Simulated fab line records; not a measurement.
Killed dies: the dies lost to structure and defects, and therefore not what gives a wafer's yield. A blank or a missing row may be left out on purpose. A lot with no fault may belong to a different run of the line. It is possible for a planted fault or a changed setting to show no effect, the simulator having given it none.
fab line records + flow sky130
[record]
- lots = 12
- wafers = 36
- last-day = 50
route steps=708 shown FIELD_ISO@16 VT_ADJUST_LVTN@114 LDD_HVN@276
lots untouched by any fault: they come from a run of this same line in which no faults occurred
start-h: hours from the record's first day to the start of the lot's first wafer shown + wait-h: time in hours since the lot's previous step + " the same as in the row above + L1.1+2: a row that stands for several wafers + - no value, or no start given + * or withheld: withheld + < > ~ a bound
route shown NAME@n: a module of which the file shows steps, and the number in the route of the first + usual: mean and standard deviation over wafers with no fault + same: alike in all rows + chamber/n: place in a boat + sites: readings site by site + _std_site: standard deviation across them + _edge_site: mean of outer sites minus mean of inner sites + radius-mm: how far each site lies from the wafer's centre + mask NAME#n: copy n + behind: the tool/chamber that last shaped the wafer + hold: why the lot went on hold/how many hours it stayed there/how the hold came to an end + device: whichever transistor did not switch (one of n, p or np) + end of line: tests run on the same wafers once the route is complete + a step with no rows: only its recipe + killed: at the first sort, the dies lost to defects and structure; wafer yield is something else + map: shows each die of a wafer: x if killed, . if not, _ if none is there
set.NAME: the setting that was run; set.NAME@STEP: the one run at that earlier step + model.NAME: the simulator's own value behind a step, which no gauge read
steps of the route over a sample of lots; a table a step, a row a wafer
services: when a tool's chamber went out of use (start-h, in hours from the record's first day, below 0 if earlier), for how many hours, and the reason
[[steps]]
[step SKY_FIELD_ISO_ETCH_15]
[recipe]
- chemistry = CHF3/O2
- target-depth-nm = 180
- stop-on = Si
- source-w = 600
- bias-w = 200
- pressure-mtorr = 40
- chf3-flow-sccm = 50
- O2_flow_sccm = 5
- time-s = 72
[usual]
- O2_flow_sccm = 4.999/0.016
- chamber-pressure-mTorr = 40.01/0.033
- chf3-flow-sccm = 50.02/0.16
- drypump-motor-current-A = 5.5/0.55
- oes-product-au = 0.947/0.0068
- throttle-valve-pct = 8.845/0.0098
| lot.wafer | tool        | chamber | start-h | wait-h | O2_flow_sccm | chamber-pressure-mTorr | chf3-flow-sccm | drypump-motor-current-A | oes-product-au | rf-hours-counter-h | throttle-valve-pct |
|-----------|-------------|---------|---------|--------|--------------|------------------------|----------------|-------------------------|----------------|--------------------|--------------------|
| L162.2    | rie-diel-03 | 2       | 27.82   | 0.0    | 5.007        | 39.97                  | 49.83          | 6.0                     | 0.952          | 136                | 8.837              |
| L162.3    | "           | 0       | "       | "      | 4.994        | 40.02                  | 50.00          | 4.9                     | 0.953          | 100                | 8.829              |
| L162.6    | "           | 2       | "       | "      | 5.004        | 39.97                  | 50.05          | 6.0                     | 0.951          | -                  | 8.847              |
| L163.1    | rie-diel-01 | 0       | 33.84   | 0.0    | 4.983        | 40.06                  | 50.00          | 5.1                     | 0.967          | 6                  | 8.845              |
| L163.3    | "           | 3       | "       | "      | 4.987        | 39.99                  | 50.11          | 5.0                     | 0.953          | 147                | 8.853              |
| L163.6    | "           | 3       | "       | "      | 4.997        | 40.03                  | 50.18          | 5.0                     | 0.960          | -                  | 8.841              |
| L164.4    | rie-diel-01 | 1       | 39.11   | 0.0    | 5.013        | 40.02                  | 50.07          | 5.5                     | 0.948          | 61                 | 8.851              |
| L164.5    | "           | 3       | "       | "      | 5.001        | 39.99                  | 49.63          | 5.0                     | 0.958          | -                  | 8.842              |
| L164.6    | "           | 0       | "       | "      | 5.015        | 40.00                  | 49.93          | 5.1                     | 0.943          | -                  | 8.847              |
| L169.1    | rie-diel-04 | 3       | 65.63   | 0.0    | 5.020        | 40.03                  | 49.97          | 5.8                     | 0.948          | 122                | 8.848              |
| L169.2    | "           | 2       | "       | "      | 5.006        | 40.01                  | 50.32          | 5.7                     | 0.949          | 153                | 8.842              |
| L169.5    | "           | 2       | "       | "      | 4.959        | 39.97                  | 50.05          | 5.7                     | 0.953          | -                  | 8.856              |
| L173.3    | rie-diel-04 | 3       | 85.33   | 0.0    | 5.013        | 40.04                  | 50.11          | 5.8                     | 0.953          | 123                | 8.848              |
| L173.4    | "           | 0       | "       | "      | 4.998        | 40.02                  | 49.84          | 5.0                     | 0.956          | 8                  | 8.857              |
| L173.5    | "           | 0       | "       | "      | 5.032        | 40.02                  | 49.95          | 5.0                     | 0.961          | -                  | 8.831              |
| L174.1    | rie-diel-01 | 3       | 91.01   | 0.0    | 5.003        | 39.95                  | 50.09          | 5.0                     | 0.955          | 148                | 8.852              |
| L174.2    | "           | 2       | "       | "      | 4.983        | 40.02                  | 49.69          | 5.4                     | 0.956          | 107                | 8.852              |
| L174.4    | "           | 1       | "       | "      | 5.005        | 40.02                  | 50.09          | 5.4                     | 0.965          | 62                 | 8.863              |
| L175.2    | rie-diel-03 | 3       | 95.38   | 0.0    | 4.984        | 39.99                  | 50.05          | 5.7                     | 0.954          | 87                 | 8.849              |
| L175.4    | "           | 0       | "       | "      | 5.014        | 39.94                  | 50.14          | 4.9                     | 0.954          | 102                | 8.848              |
| L175.6    | "           | 0       | "       | "      | 4.999        | 39.90                  | 50.39          | 4.9                     | 0.957          | -                  | 8.846              |
| L176.1    | rie-diel-03 | 1       | 103.74  | 0.0    | 4.979        | 40.03                  | 49.97          | 4.8                     | 0.941          | 80                 | 8.863              |
| L176.2    | "           | 2       | "       | "      | 5.008        | 40.05                  | 50.24          | 6.0                     | 0.950          | 137                | 8.862              |
| L176.5    | "           | 2       | "       | "      | 5.013        | 39.96                  | 49.92          | 6.0                     | 0.948          | -                  | 8.851              |
| L181.1    | rie-diel-03 | 0       | 129.13  | 0.0    | 4.999        | 40.01                  | 50.20          | 4.9                     | 0.944          | 103                | 8.850              |
| L181.3    | "           | 2       | "       | "      | 5.008        | 39.96                  | 50.00          | 6.1                     | 0.942          | 138                | 8.833              |
| L181.5    | "           | 1       | "       | "      | 4.969        | 40.02                  | 49.91          | 4.8                     | 0.935          | -                  | 8.845              |
| L182.3    | rie-diel-01 | 2       | 134.21  | 0.0    | 5.006        | 39.99                  | 50.15          | 5.4                     | 0.952          | 108                | 8.844              |
| L182.4    | "           | 3       | "       | "      | 4.987        | 40.00                  | 50.09          | 5.0                     | 0.945          | 149                | 8.837              |
| L182.6    | "           | 3       | "       | "      | 4.993        | 39.98                  | 49.99          | 5.0                     | 0.944          | -                  | 8.838              |
| L184.2    | rie-diel-03 | 2       | 142.88  | 0.0    | 5.009        | 39.98                  | 50.28          | 6.0                     | 0.945          | 138                | 8.832              |
| L184.3    | "           | 3       | "       | "      | 5.007        | 39.98                  | 49.90          | 5.7                     | 0.939          | 88                 | 8.852              |
| L184.5    | "           | 2       | "       | "      | 5.013        | 40.04                  | 50.11          | 6.1                     | 0.932          | -                  | 8.843              |
| L185.2    | rie-diel-04 | 3       | 151.33  | 0.0    | 5.016        | 39.98                  | 49.87          | 5.8                     | 0.947          | 124                | 8.832              |
| L185.3    | "           | 2       | "       | "      | 5.016        | 39.98                  | 50.14          | 5.7                     | 0.947          | 154                | 8.845              |
| L185.4    | "           | 0       | "       | "      | 4.979        | 40.03                  | 50.15          | 5.1                     | 0.939          | 10                 | 8.864              |
[step SKY_VT_ADJUST_LVTN_DEVELOP_17]
[recipe]
- resist = NOVOLAK
- developer = TMAH
- develop-time-s = 60
- dev-temp-c = 23
[usual]
- developer-temp-C = 23.00/0.095
| lot.wafer | tool           | chamber | start-h | wait-h | developer-temp-C |
|-----------|----------------|---------|---------|--------|------------------|
| L162.2    | litho-track-03 | 0       | 156.30  | 0.1    | 22.95            |
| L162.3    | "              | 0       | "       | "      | 23.12            |
| L162.6    | "              | 0       | "       | "      | 23.08            |
| L163.1    | litho-track-04 | 0       | 168.79  | 0.1    | 23.19            |
| L163.3    | "              | 0       | "       | "      | 22.95            |
| L163.6    | "              | 0       | "       | "      | 23.15            |
| L164.4    | litho-track-04 | 0       | 176.16  | 0.1    | 22.91            |
| L164.5    | "              | 0       | "       | "      | 23.13            |
| L164.6    | "              | 0       | "       | "      | 22.94            |
| L169.1    | litho-track-04 | 0       | 206.64  | 0.1    | 22.94            |
| L169.2    | "              | 0       | "       | "      | 23.08            |
| L169.5    | "              | 0       | "       | "      | 23.19            |
| L173.3    | litho-track-04 | 0       | 233.84  | 0.1    | 22.99            |
| L173.4    | "              | 0       | "       | "      | 23.05            |
| L173.5    | "              | 0       | "       | "      | 22.98            |
| L174.1    | litho-track-04 | 0       | 242.64  | 0.1    | 23.01            |
| L174.2    | "              | 0       | "       | "      | 23.00            |
| L174.4    | "              | 0       | "       | "      | 23.07            |
| L175.2    | litho-track-04 | 0       | 247.96  | 0.1    | 22.99            |
| L175.4    | "              | 0       | "       | "      | 22.91            |
| L175.6    | "              | 0       | "       | "      | 23.02            |
| L176.1    | litho-track-04 | 0       | 261.99  | 0.1    | 22.99            |
| L176.2    | "              | 0       | "       | "      | 23.07            |
| L176.5    | "              | 0       | "       | "      | 22.96            |
| L181.1    | litho-track-04 | 0       | 290.64  | 0.1    | 22.07            |
| L181.3    | "              | 0       | "       | "      | 21.99            |
| L181.5    | "              | 0       | "       | "      | 21.91            |
| L182.3    | litho-track-04 | 0       | 302.24  | 0.1    | 22.10            |
| L182.4    | "              | 0       | "       | "      | 21.91            |
| L182.6    | "              | 0       | "       | "      | 22.10            |
| L184.2    | litho-track-02 | 0       | 310.62  | 0.1    | 22.99            |
| L184.3    | "              | 0       | "       | "      | 22.81            |
| L184.5    | "              | 0       | "       | "      | 22.89            |
| L185.2    | litho-track-03 | 0       | 318.25  | 0.1    | 23.08            |
| L185.3    | "              | 0       | "       | "      | 23.05            |
| L185.4    | "              | 0       | "       | "      | 22.88            |
[step SKY_LDD_HVN_STRIP_09]
[recipe]
- chemistry = O2/N2
- power-w = 1400
- pressure-mtorr = 1500
- platen-temp-c = withheld
- o2-flow-sccm = 3000
- n2-flow-sccm = 300
- overash-fraction = 0.5
[usual]
- chamber-pressure-mTorr = 1500.1/1.4
- drypump-motor-current-A = 5.8/0.47
- oes-product-au = 0.407/0.0044
- strip-time-to-endpoint-s = 4.135/0.014
| lot.wafer | tool            | chamber | start-h | wait-h | chamber-pressure-mTorr | drypump-motor-current-A | oes-product-au | rf-hours-counter-h | strip-time-to-endpoint-s |
|-----------|-----------------|---------|---------|--------|------------------------|-------------------------|----------------|--------------------|--------------------------|
| L162.2    | plasma-asher-01 | 0       | 455.63  | 0.1    | 1501.4                 | 6.1                     | 0.408          | 72                 | 4.132                    |
| L162.3    | "               | 0       | "       | "      | 1499.3                 | 6.1                     | 0.410          | -                  | 4.134                    |
| L162.6    | "               | 1       | "       | "      | 1501.9                 | 5.4                     | 0.404          | -                  | 4.115                    |
| L163.1    | plasma-asher-02 | 0       | 469.95  | 0.1    | 1499.1                 | 6.4                     | 0.412          | 4                  | 4.127                    |
| L163.3    | "               | 0       | "       | "      | 1498.3                 | 6.4                     | 0.407          | -                  | 4.111                    |
| L163.6    | "               | 0       | "       | "      | 1500.3                 | 6.4                     | 0.406          | -                  | 4.123                    |
| L164.4    | plasma-asher-01 | 0       | 485.98  | 0.1    | 1501.0                 | 6.1                     | 0.406          | -                  | 4.146                    |
| L164.5    | "               | 0       | "       | "      | 1500.0                 | 6.1                     | 0.410          | -                  | 4.139                    |
| L164.6    | "               | 1       | "       | "      | 1500.1                 | 5.4                     | 0.410          | -                  | 4.146                    |
| L169.1    | plasma-asher-01 | 0       | 525.57  | 0.1    | 1500.8                 | 6.1                     | 0.406          | 80                 | 4.141                    |
| L169.2    | "               | 1       | "       | "      | 1499.9                 | 5.4                     | 0.404          | 80                 | 4.132                    |
| L169.5    | "               | 0       | "       | "      | 1498.9                 | 6.1                     | 0.412          | -                  | 4.133                    |
| L173.3    | plasma-asher-03 | 1       | 566.87  | 0.1    | 1501.5                 | 5.9                     | 0.406          | -                  | 4.116                    |
| L173.4    | "               | 0       | "       | "      | 1502.3                 | 5.0                     | 0.409          | -                  | 4.139                    |
| L173.5    | "               | 1       | "       | "      | 1500.5                 | 5.8                     | 0.412          | -                  | 4.134                    |
| L174.1    | plasma-asher-02 | 1       | 575.38  | 0.1    | 1501.6                 | 6.3                     | 0.411          | 14                 | 4.142                    |
| L174.2    | "               | 0       | "       | "      | 1501.1                 | 6.4                     | 0.404          | 14                 | 4.184                    |
| L174.4    | "               | 0       | "       | "      | 1499.3                 | 6.4                     | 0.411          | -                  | 4.149                    |
| L175.2    | plasma-asher-01 | 0       | 579.03  | 0.1    | 1499.0                 | 6.1                     | 0.412          | 85                 | 4.127                    |
| L175.4    | "               | 1       | "       | "      | 1500.0                 | 5.4                     | 0.413          | -                  | 4.148                    |
| L175.6    | "               | 0       | "       | "      | 1500.0                 | 6.1                     | 0.402          | -                  | 4.114                    |
| L176.1    | plasma-asher-01 | 1       | 593.15  | 0.1    | 1501.8                 | 5.4                     | 0.400          | 87                 | 4.132                    |
| L176.2    | "               | 0       | "       | "      | 1500.4                 | 6.1                     | 0.404          | 87                 | 4.122                    |
| L176.5    | "               | 1       | "       | "      | 1501.5                 | 5.4                     | 0.406          | -                  | 4.122                    |
| L181.1    | plasma-asher-02 | 1       | 635.98  | 0.1    | 1500.0                 | 6.3                     | 0.408          | 22                 | 4.112                    |
| L181.3    | "               | 0       | "       | "      | 1497.4                 | 6.4                     | 0.410          | -                  | 4.133                    |
| L181.5    | "               | 0       | "       | "      | 1503.3                 | 6.4                     | 0.402          | -                  | 4.115                    |
| L182.3    | plasma-asher-01 | 1       | 640.04  | 0.1    | 1498.6                 | 5.4                     | 0.413          | -                  | 4.133                    |
| L182.4    | "               | 0       | "       | "      | 1498.7                 | 6.1                     | 0.406          | -                  | 4.126                    |
| L182.6    | "               | 1       | "       | "      | 1500.9                 | 5.4                     | 0.403          | -                  | 4.136                    |
| L184.2    | plasma-asher-02 | 0       | 650.30  | 0.1    | 1502.2                 | 6.4                     | 0.408          | 23                 | 4.152                    |
| L184.3    | "               | 0       | "       | "      | 1502.4                 | 6.4                     | 0.397          | -                  | 4.121                    |
| L184.5    | "               | 0       | "       | "      | 1499.3                 | 6.4                     | 0.406          | -                  | 4.136                    |
| L185.2    | plasma-asher-03 | 1       | 660.23  | 0.1    | 1500.7                 | 5.9                     | 0.413          | 86                 | 4.148                    |
| L185.3    | "               | 1       | "       | "      | 1500.0                 | 5.8                     | 0.405          | -                  | 4.133                    |
| L185.4    | "               | 0       | "       | "      | 1500.9                 | 5.0                     | 0.408          | -                  | 4.144                    |
[step SKY_LDD_HVN_TW_MEAS_10]
[usual]
- LDD_HVN_TW = 1448/5.8
| lot.wafer | tool          | chamber | start-h | wait-h | LDD_HVN_TW |
|-----------|---------------|---------|---------|--------|------------|
| L162.2    | film-metro-04 | -       | 455.74  | 0.1    | 1452       |
| L162.3    | "             | -       | "       | "      | 1454       |
| L162.6    | "             | -       | "       | "      | 1441       |
| L163.1    | film-metro-02 | -       | 470.05  | 0.1    | 1446       |
| L163.3    | "             | -       | "       | "      | 1446       |
| L163.6    | "             | -       | "       | "      | 1445       |
| L164.4    | film-metro-04 | -       | 486.08  | 0.1    | 1445       |
| L164.5    | "             | -       | "       | "      | 1443       |
| L164.6    | "             | -       | "       | "      | 1455       |
| L169.1    | film-metro-02 | -       | 525.67  | 0.1    | 1458       |
| L169.2    | "             | -       | "       | "      | 1450       |
| L169.5    | "             | -       | "       | "      | 1455       |
| L173.3    | film-metro-01 | -       | 566.95  | 0.1    | 1454       |
| L173.4    | "             | -       | "       | "      | 1463       |
| L173.5    | "             | -       | "       | "      | 1457       |
| L174.1    | film-metro-02 | -       | 575.48  | 0.1    | 1451       |
| L174.2    | "             | -       | "       | "      | 1442       |
| L174.4    | "             | -       | "       | "      | 1441       |
| L175.2    | film-metro-02 | -       | 579.14  | 0.1    | 1441       |
| L175.4    | "             | -       | "       | "      | 1437       |
| L175.6    | "             | -       | "       | "      | 1445       |
| L176.1    | film-metro-02 | -       | 593.25  | 0.1    | 1444       |
| L176.2    | "             | -       | "       | "      | 1441       |
| L176.5    | "             | -       | "       | "      | 1435       |
| L181.1    | film-metro-01 | -       | 636.08  | 0.1    | 1441       |
| L181.3    | "             | -       | "       | "      | 1451       |
| L181.5    | "             | -       | "       | "      | 1458       |
| L182.3    | film-metro-01 | -       | 640.13  | 0.1    | 1446       |
| L182.4    | "             | -       | "       | "      | 1451       |
| L182.6    | "             | -       | "       | "      | 1452       |
| L184.2    | film-metro-01 | -       | 650.41  | 0.1    | 1449       |
| L184.3    | "             | -       | "       | "      | 1443       |
| L184.5    | "             | -       | "       | "      | 1444       |
| L185.2    | film-metro-04 | -       | 660.34  | 0.1    | 1445       |
| L185.3    | "             | -       | "       | "      | 1445       |
| L185.4    | "             | -       | "       | "      | 1438       |
[[services]]
| tool            | chamber | start-h | hours | kind   |
|-----------------|---------|---------|-------|--------|
| rie-diel-03     | -       | 114.59  | 0.7   | repair |
| rie-diel-03     | 0       | 174.73  | 27.3  | repair |
| plasma-asher-01 | -       | 180.68  | 1.0   | repair |
| plasma-asher-01 | -       | 190.72  | 5.4   | repair |
| plasma-asher-01 | -       | 193.62  | 7.4   | repair |
| rie-diel-01     | -       | 200.63  | 0.8   | repair |
| rie-diel-01     | 2       | 212.54  | 16.5  | repair |
| rie-diel-01     | 3       | 225.76  | 2.0   | repair |
| rie-diel-03     | -       | 235.51  | 0.8   | repair |
| plasma-asher-01 | -       | 239.41  | 1.6   | repair |
| rie-diel-01     | -       | 243.89  | 0.2   | repair |
| rie-diel-01     | 3       | 255.00  | 7.5   | repair |
| rie-diel-01     | 2       | 265.26  | 15.4  | repair |
| rie-diel-01     | 1       | 265.83  | 11.2  | repair |
| plasma-asher-01 | -       | 267.53  | 15.6  | pm     |
| rie-diel-03     | 0       | 272.24  | 3.1   | repair |
| plasma-asher-01 | -       | 283.13  | 2.8   | pm     |
| rie-diel-01     | 1       | 293.06  | 3.1   | repair |
| rie-diel-01     | 3       | 318.72  | 4.2   | repair |
| rie-diel-03     | 1       | 361.47  | 7.3   | repair |
| rie-diel-03     | -       | 414.43  | 0.5   | repair |
| rie-diel-03     | 3       | 502.52  | 35.3  | repair |
| rie-diel-03     | 0       | 568.53  | 1.9   | repair |
| plasma-asher-01 | -       | 607.63  | 14.6  | pm     |
[[key]]
[first-sign]
- step = SKY_VT_ADJUST_LVTN_DEVELOP_17
- reading = developer-temp-C
- direction = down
- sigmas = 10
- usual = *
- struck = *
effect none on later readings
met-at SKY_VT_ADJUST_LVTN_DEVELOP_17
struck-lots L181,L182
tester-left-out L181,L182
not-acting-at SKY_FIELD_ISO_ETCH_15,SKY_LDD_HVN_STRIP_09,SKY_LDD_HVN_TW_MEAS_10
onset-between 261.99 290.64
[fault]
- kind = process-parameter-drift
- tool = litho-track-04
- chamber = -
- onset-h = 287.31
- steps = SKY_VT_ADJUST_LVTN_DEVELOP_17
- channel = dev-temp-c
- offset = *
- shape = step
- end-h = 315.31
- acts-in = *
- stated = *
// tester-left-out: of these lots the tester's yield and bins aren't shown, on N5 and GAA mostly nor the transistor test; their killed dies are dies lost to structure and defects alone, not to doping, threshold or leakage, so they don't give the yield
